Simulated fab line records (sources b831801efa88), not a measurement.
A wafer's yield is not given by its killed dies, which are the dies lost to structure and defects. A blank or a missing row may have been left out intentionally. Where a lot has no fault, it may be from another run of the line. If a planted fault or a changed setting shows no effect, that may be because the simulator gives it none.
fab line records | flow sky130
record lots=6 wafers=18 lastDay=50
route steps=708 shown LDD_HVP@288 LDD_LDN@289 PAD_OPEN@708
lots that met no fault: from a run of the same line without faults
startH: hours from the record's opening day to when the first of the lot's shown wafers began | waitH: hours since the lot's step before | " as in the row above | L1.1+2: a single row standing in for several wafers | - value missing, or start not given | * or withheld: withheld | < > ~ a bound
route shown NAME@n: NAME is a module with steps in the file, n the number in the route of the first one | usual: mean/standard deviation taken from wafers without a fault | same: alike in all rows | chamber/n: place in a boat | sites: readings site by site | _std_site: the standard deviation of these | _edge_site: outer sites' mean less inner sites' | radiusMm: for every site, how far away it sits from the centre of the wafer | mask NAME#n: copy n | behind: the tool/chamber that last shaped the wafer | hold: why the lot went on hold/how many hours it stayed there/how the hold came to an end | device: transistor that didn't switch, given as n, p or np | end of line: the tests these same wafers got at the end of their route | for a step that has no rows: nothing shown but its recipe | killed: count of dies lost to structure and defects at first sort (not the wafer's yield) | map: per-die view of a wafer (x killed, . not killed, _ where there is no die)
set.NAME: the setting the step ran with; set.NAME@STEP: the setting that earlier step ran with | model.NAME: the simulator's own value behind a step, which no gauge read
lots at selected steps of the route; one table per step, one row per wafer
services: when a tool's chamber went out of use (startH, in hours from the record's first day, below 0 if earlier), for how many hours, and the reason
## steps
# step SKY_LDD_HVP_TW_MEAS_10
# usual LDD_HVP_TW=462/3.1
# columns lot.wafer tool chamber startH waitH LDD_HVP_TW
L896.2 filmMetro-04 - 519.93 0.1 458
L896.3 " - " " 457
L896.5 " - " " 457
L898.1 filmMetro-03 - 535.82 0.1 465
L898.3 " - " " 464
L898.6 " - " " 462
L906.1 filmMetro-04 - 617.42 0.1 456
L906.3 " - " " 459
L906.4 " - " " 458
L909.2 filmMetro-01 - 631.53 0.1 463
L909.5 " - " " 463
L909.6 " - " " 464
L914.1 filmMetro-01 - 675.62 0.1 465
L914.2 " - " " 464
L914.3 " - " " 466
L915.1 filmMetro-03 - 684.47 0.1 465
L915.3 " - " " 467
L915.5 " - " " 466
# step SKY_LDD_LDN_DEHYDRATE_00
# recipe tempC=200 timeS=60
# step SKY_LDD_LDN_HMDS_01
# recipe primeTimeS=60 primeTempC=120
# step SKY_LDD_LDN_COAT_02
# recipe resist=NOVOLAK spinRpm=3000 resistThkNm=1140
# step SKY_LDD_LDN_SOFTBAKE_03
# recipe tempC=90 timeS=60 resist=NOVOLAK
# step SKY_LDD_LDN_EXPOSE_04
# recipe maskId=LDNTM na=0.6 sourceShape=conventional sigmaOuter=0.6 polarization=unpolarized targetCdNm=700 doseMj=140
# step SKY_LDD_LDN_PEB_05
# recipe tempC=withheld timeS=* resist=NOVOLAK
# step SKY_LDD_LDN_DEVELOP_06
# recipe resist=NOVOLAK developer=TMAH developTimeS=60 devTempC=23
# step SKY_LDD_LDN_OVL_MEAS_07
# usual LDD_LDN_OVL=0.8/1.5
# columns lot.wafer tool chamber startH waitH LDD_LDN_OVL[nm]
L896.2 overlay-02 - 549.54 0.1 0.9
L896.3 " - " " -0.7
L896.5 " - " " 1.0
L898.1 overlay-01 - 565.00 0.1 0.3
L898.3 " - " " 3.6
L898.6 " - " " 1.0
L906.1 overlay-02 - 646.55 0.1 2.9
L906.3 " - " " 1.1
L906.4 " - " " 3.5
L909.2 overlay-02 - 659.89 0.1 2.2
L909.5 " - " " 2.4
L909.6 " - " " 3.2
L914.1 overlay-02 - 704.10 0.1 0.6
L914.2 " - " " 1.0
L914.3 " - " " 1.1
L915.1 overlay-02 - 712.53 0.1 0.9
L915.3 " - " " -1.4
L915.5 " - " " 2.3
# step SKY_LDD_LDN_IMPLANT_08
# recipe species=As energyKev=15 doseCm2=1.25e+13 tiltDeg=withheld rotationDeg=23
# step SKY_LDD_LDN_IMPLANT_09
# recipe species=As energyKev=15 doseCm2=1.25e+13 tiltDeg=withheld rotationDeg=113
# step SKY_LDD_LDN_IMPLANT_10
# recipe species=As energyKev=15 doseCm2=1.25e+13 tiltDeg=withheld rotationDeg=203
# step SKY_LDD_LDN_IMPLANT_11
# recipe species=As energyKev=15 doseCm2=1.25e+13 tiltDeg=withheld rotationDeg=293
# usual beamOnS=10.01/0.2 doseIonsCm2=1.2498e+13/1.3e+10 faradayCurrentUA=70.4/1.4 rotationDeg=293.01/0.066
# columns lot.wafer tool chamber startH waitH beamOnS doseIonsCm2 faradayCurrentUA rotationDeg
L896.2 implanter-03 0 550.05 0.1 9.88 1.2498e+13 71.4 293.07
L896.3 " 0 " " 9.84 1.2514e+13 71.3 292.94
L896.5 " 0 " " 9.96 1.2504e+13 70.7 293.04
L898.1 implanter-03 0 565.49 0.1 10.21 1.2499e+13 69.1 293.09
L898.3 " 0 " " 9.97 1.2488e+13 70.6 293.04
L898.6 " 0 " " 9.86 1.248e+13 71.4 292.76
L906.1 implanter-03 0 647.04 0.1 9.73 7.667e+12 44.6 292.91
L906.3 " 0 " " 10.10 7.7e+12 43.0 292.92
L906.4 " 0 " " 9.72 7.675e+12 44.5 292.99
L909.2 implanter-03 0 660.40 0.1 9.87 7.677e+12 43.9 292.94
L909.5 " 0 " " 9.76 7.695e+12 44.5 292.96
L909.6 " 0 " " 9.93 7.696e+12 43.7 293.07
L914.1 implanter-02 0 704.59 0.1 9.99 1.2522e+13 70.6 293.10
L914.2 " 0 " " 10.05 1.2494e+13 70.0 293.06
L914.3 " 0 " " 9.65 1.2508e+13 73.1 293.06
L915.1 implanter-04 0 713.02 0.1 10.04 1.2492e+13 69.8 292.93
L915.3 " 0 " " 10.07 1.2492e+13 70.5 293.10
L915.5 " 0 " " 9.97 1.2499e+13 70.7 292.98
# step SKY_LDD_LDN_STRIP_12
# recipe chemistry=O2/N2 powerW=1400 pressureMtorr=1500 platenTempC=withheld o2FlowSccm=3000 n2FlowSccm=300 overashFraction=0.5
# usual chamberPressureMTorr=1500.2/1.3 drypumpMotorCurrentA=5.7/0.5 oesProductAu=0.716/0.0051 stripTimeToEndpointS=14.20/0.037
# columns lot.wafer tool chamber startH waitH chamberPressureMTorr drypumpMotorCurrentA oesProductAu rfHoursCounterH stripTimeToEndpointS
L896.2 plasmaAsher-02 0 550.17 0.1 1502.0 6.0 0.725 12 14.25
L896.3 " 1 " " 1499.9 6.0 0.714 - 14.23
L896.5 " 1 " " 1498.4 6.0 0.714 - 14.23
L898.1 plasmaAsher-02 1 565.64 0.1 1499.8 6.0 0.723 14 14.18
L898.3 " 0 " " 1500.4 5.9 0.723 - 14.15
L898.6 " 1 " " 1500.5 6.0 0.726 - 14.13
L906.1 plasmaAsher-03 0 647.19 0.1 1501.0 6.5 0.721 96 14.24
L906.3 " 0 " " 1501.7 6.6 0.714 - 14.24
L906.4 " 1 " " 1500.6 5.9 0.715 - 14.18
L909.2 plasmaAsher-03 1 660.52 0.1 1501.2 5.9 0.711 97 14.13
L909.5 " 0 " " 1499.6 6.5 0.719 - 14.16
L909.6 " 1 " " 1502.0 5.9 0.714 - 14.12
L914.1 plasmaAsher-03 1 704.74 0.1 1500.7 5.9 0.719 102 14.18
L914.2 " 0 " " 1500.1 6.5 0.719 102 14.21
L914.3 " 1 " " 1500.4 5.9 0.721 - 14.16
L915.1 plasmaAsher-04 1 713.17 0.1 1500.7 5.1 0.718 86 14.23
L915.3 " 0 " " 1499.0 5.2 0.720 - 14.22
L915.5 " 1 " " 1501.2 5.1 0.710 - 14.23
# step SKY_LDD_LDN_TW_MEAS_13
# usual LDD_LDN_TW=1490/14
# columns lot.wafer tool chamber startH waitH LDD_LDN_TW
L896.2 filmMetro-01 - 550.28 0.1 1503
L896.3 " - " " 1496
L896.5 " - " " 1499
L898.1 filmMetro-02 - 565.74 0.1 1485
L898.3 " - " " 1481
L898.6 " - " " 1480
L906.1 filmMetro-02 - 647.29 0.1 1428
L906.3 " - " " 1428
L906.4 " - " " 1418
L909.2 filmMetro-02 - 660.63 0.1 1427
L909.5 " - " " 1424
L909.6 " - " " 1418
L914.1 filmMetro-01 - 704.84 0.1 1493
L914.2 " - " " 1501
L914.3 " - " " 1499
L915.1 filmMetro-01 - 713.27 0.1 1493
L915.3 " - " " 1502
L915.5 " - " " 1498
# step SKY_LDD_LDN_CLEAN_14
# recipe chemistry=SC1/SC2 mix=1:4:20 tempC=70 timeS=150 dry=n2Spin
# step SKY_PAD_OPEN_PROBE_99
# usual killed_at_M0_to_M3=44/7 killed_at_M4_up=3.2/1.8 killedAtContacts=24/5.1 killedAtFrontEnd=15/4.3 killedAtOther=0.3/0.5 killedDies=86/9.6 killedOpen=48/7.1 killedShort=38/6.7
# same grossDies=492 killedAtBackSide=0
# columns lot.wafer tool chamber startH waitH killed_at_M0_to_M3 killed_at_M4_up killedAtContacts killedAtFrontEnd killedAtOther killedDies killedOpen killedShort model.etest.tipSonos.rsOhmSq
L896.2 prober-02 - 1093.07 0.1 56 0 21 12 0 89 49 40 2651
L896.3 prober-02 - 1093.12 0.2 39 1 13 8 0 61 30 31 2643
L896.5 prober-02 - 1093.22 0.2 58 2 24 16 1 101 63 38 2623
L898.1 prober-02 - 1102.36 0.1 46 3 24 13 0 86 53 32 2587
L898.3 prober-02 - 1102.46 0.2 55 2 36 14 0 107 51 56 2609
L898.6 prober-02 - 1102.61 0.2 51 3 27 11 1 93 49 44 2616
L906.1 prober-02 - 1159.36 0.1 39 2 30 17 0 88 46 42 2714
L906.3 prober-02 - 1159.46 0.2 35 4 25 12 0 76 46 30 2690
L906.4 prober-02 - 1159.51 0.2 38 5 31 24 0 98 53 45 2805
L909.2 prober-01 - 1166.61 0.1 42 2 22 30 0 96 44 52 2766
L909.5 prober-01 - 1166.76 0.2 39 5 10 14 1 69 37 32 2753
L909.6 prober-01 - 1166.81 0.2 40 5 33 14 0 92 49 42 2790
L914.1 prober-02 - 1193.20 0.1 43 3 31 10 0 87 50 36 2649
L914.2 prober-02 - 1193.25 0.1 51 3 28 17 1 100 47 51 2684
L914.3 prober-02 - 1193.30 0.2 53 5 21 12 0 91 53 38 2656
L915.1 prober-01 - 1199.27 0.1 47 2 26 17 0 92 48 44 2634
L915.3 prober-01 - 1199.37 0.2 39 4 29 15 1 88 35 52 2620
L915.5 prober-01 - 1199.47 0.2 55 5 26 9 0 95 44 50 2645
# killed by level:class
L896.2 VIA1:geometricParticle:open=10 CONTACT:geometricParticle:open=10 VIA3:geometricParticle:open=10 METAL2:geometricParticle:short=8 VIA2:geometricParticle:open=7 VIA1:geometricParticle:short=6 CONTACT:geometricParticle:short=5 LI_CONTACT:geometricParticle:short=4
L896.3 VIA1:geometricParticle:open=8 VIA2:geometricParticle:open=8 VIA1:geometricParticle:short=7 CONTACT:geometricParticle:open=4 METAL2:geometricParticle:short=4 POLY_GATE:geometricParticle:short=3 LI_CONTACT:geometricParticle:short=3 LI_CONTACT:geometricParticle:open=3
L896.5 VIA1:geometricParticle:open=13 CONTACT:geometricParticle:open=10 VIA2:geometricParticle:open=9 VIA3:geometricParticle:open=9 VIA1:geometricParticle:short=7 POLY_GATE:geometricParticle:open=6 LI_CONTACT:geometricParticle:open=6 METAL3:geometricParticle:short=6
L898.1 CONTACT:geometricParticle:open=10 VIA1:geometricParticle:open=10 VIA3:geometricParticle:open=9 LI_CONTACT:geometricParticle:open=6 CONTACT:geometricParticle:short=6 VIA2:geometricParticle:short=5 METAL1:geometricParticle:short=5 VIA2:geometricParticle:open=5
L898.3 CONTACT:geometricParticle:open=15 METAL1:geometricParticle:short=10 VIA1:geometricParticle:open=9 VIA1:geometricParticle:short=8 LI_CONTACT:geometricParticle:open=7 CONTACT:geometricParticle:short=7 METAL2:geometricParticle:short=6 VIA3:geometricParticle:open=6
L898.6 CONTACT:geometricParticle:open=11 VIA1:geometricParticle:open=11 METAL1:geometricParticle:short=7 VIA2:geometricParticle:open=7 VIA3:geometricParticle:open=7 LI_CONTACT:geometricParticle:open=6 LOCAL_INTERCONNECT:geometricParticle:short=5 VIA1:geometricParticle:short=5
L906.1 VIA1:geometricParticle:open=9 LI_CONTACT:geometricParticle:open=9 LI_CONTACT:geometricParticle:short=6 CONTACT:geometricParticle:open=6 FIELD_ISO:geometricParticle:open=5 METAL2:geometricParticle:short=5 POLY_GATE:geometricParticle:open=5 VIA1:geometricParticle:short=5
L906.3 LI_CONTACT:geometricParticle:open=9 VIA1:geometricParticle:open=8 CONTACT:geometricParticle:open=7 METAL1:geometricParticle:short=5 METAL2:geometricParticle:short=5 VIA2:geometricParticle:open=5 VIA3:geometricParticle:open=5 POLY_GATE:geometricParticle:open=4
L906.4 CONTACT:geometricParticle:open=10 LI_CONTACT:geometricParticle:open=9 POLY_GATE:geometricParticle:short=6 METAL1:geometricParticle:short=6 VIA2:geometricParticle:open=6 FIELD_ISO:geometricParticle:open=5 CONTACT:geometricParticle:short=5 VIA2:geometricParticle:short=4
L909.2 CONTACT:geometricParticle:open=11 FIELD_ISO:geometricParticle:short=8 POLY_GATE:geometricParticle:short=8 FIELD_ISO:geometricParticle:open=6 METAL1:geometricParticle:short=6 VIA1:geometricParticle:open=6 VIA2:geometricParticle:open=6 METAL3:geometricParticle:short=6
L909.5 VIA1:geometricParticle:open=9 VIA3:geometricParticle:open=9 METAL1:geometricParticle:short=7 CONTACT:geometricParticle:open=6 FIELD_ISO:geometricParticle:short=5 VIA2:geometricParticle:open=5 METAL4:geometricParticle:short=4 METAL2:geometricParticle:short=4
L909.6 CONTACT:geometricParticle:open=11 VIA1:geometricParticle:open=10 LI_CONTACT:geometricParticle:open=8 METAL3:geometricParticle:short=6 CONTACT:geometricParticle:short=6 METAL2:geometricParticle:short=5 VIA3:geometricParticle:open=5 POLY_GATE:geometricParticle:open=4
L914.1 CONTACT:geometricParticle:open=15 VIA2:geometricParticle:open=13 LI_CONTACT:geometricParticle:open=6 VIA1:geometricParticle:open=6 METAL2:geometricParticle:short=5 CONTACT:geometricParticle:short=5 VIA2:geometricParticle:short=4 METAL1:geometricParticle:short=3
L914.2 CONTACT:geometricParticle:open=10 POLY_GATE:geometricParticle:open=8 VIA1:geometricParticle:short=7 VIA1:geometricParticle:open=7 METAL2:geometricParticle:short=7 CONTACT:geometricParticle:short=6 VIA2:geometricParticle:open=6 VIA3:geometricParticle:open=6
L914.3 VIA1:geometricParticle:open=13 VIA2:geometricParticle:open=11 CONTACT:geometricParticle:open=10 METAL2:geometricParticle:short=6 VIA2:geometricParticle:short=6 VIA3:geometricParticle:open=6 FIELD_ISO:geometricParticle:short=5 CONTACT:geometricParticle:short=4
L915.1 CONTACT:geometricParticle:open=10 VIA1:geometricParticle:open=10 VIA3:geometricParticle:open=8 POLY_GATE:geometricParticle:short=7 VIA2:geometricParticle:open=6 CONTACT:geometricParticle:short=6 FIELD_ISO:geometricParticle:short=4 FIELD_ISO:geometricParticle:open=4
L915.3 METAL1:geometricParticle:short=12 CONTACT:geometricParticle:open=11 VIA1:geometricParticle:open=8 LI_CONTACT:geometricParticle:open=7 METAL2:geometricParticle:short=5 FIELD_ISO:geometricParticle:short=4 POLY_GATE:geometricParticle:short=4 SPACER:geometricParticle:short=4
L915.5 CONTACT:geometricParticle:open=8 VIA3:geometricParticle:open=8 CONTACT:geometricParticle:short=7 VIA1:geometricParticle:open=7 METAL2:geometricParticle:short=7 VIA2:geometricParticle:open=7 LI_CONTACT:geometricParticle:open=6 METAL3:geometricParticle:short=6
## services
# columns tool chamber startH hours kind
implanter-04 - 546.63 26.2 repair
implanter-02 - 587.14 2.0 repair
plasmaAsher-03 - 591.78 4.2 repair
implanter-04 - 656.48 0.6 repair
plasmaAsher-04 - 681.56 2.1 repair
## key
firstSign step=SKY_LDD_LDN_IMPLANT_11 reading=doseIonsCm2 direction=down sigmas=99+ usual=* struck=*
effect step=SKY_LDD_LDN_IMPLANT_11 reading=faradayCurrentUA direction=down sigmas=18 usual=70.4 struck=44.0
effect step=SKY_LDD_LDN_TW_MEAS_13 reading=LDD_LDN_TW direction=down sigmas=4.8 usual=1490 struck=1424
modelEffect step=SKY_PAD_OPEN_PROBE_99 value=etest.tipSonos.rsOhmSq without=2605 struck=2753
metAt SKY_LDD_LDN_IMPLANT_11
struckWafers L906.1,L906.3,L906.4,L909.2,L909.5,L909.6
testerLeftOut L906,L909
onsetBetween 565.49 647.04
fault kind=processParameterDrift tool=implanter-03 chamber=- onsetH=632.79 steps=SKY_LDD_LDN_IMPLANT_11 channel=doseCm2 offset=* shape=step endH=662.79 actsIn=* stated=*
# testerLeftOut: of these lots the tester's yield and bins aren't shown, on N5 and GAA mostly nor the transistor test; their killed dies are dies lost to structure and defects alone, not to doping, threshold or leakage, so they don't give the yield
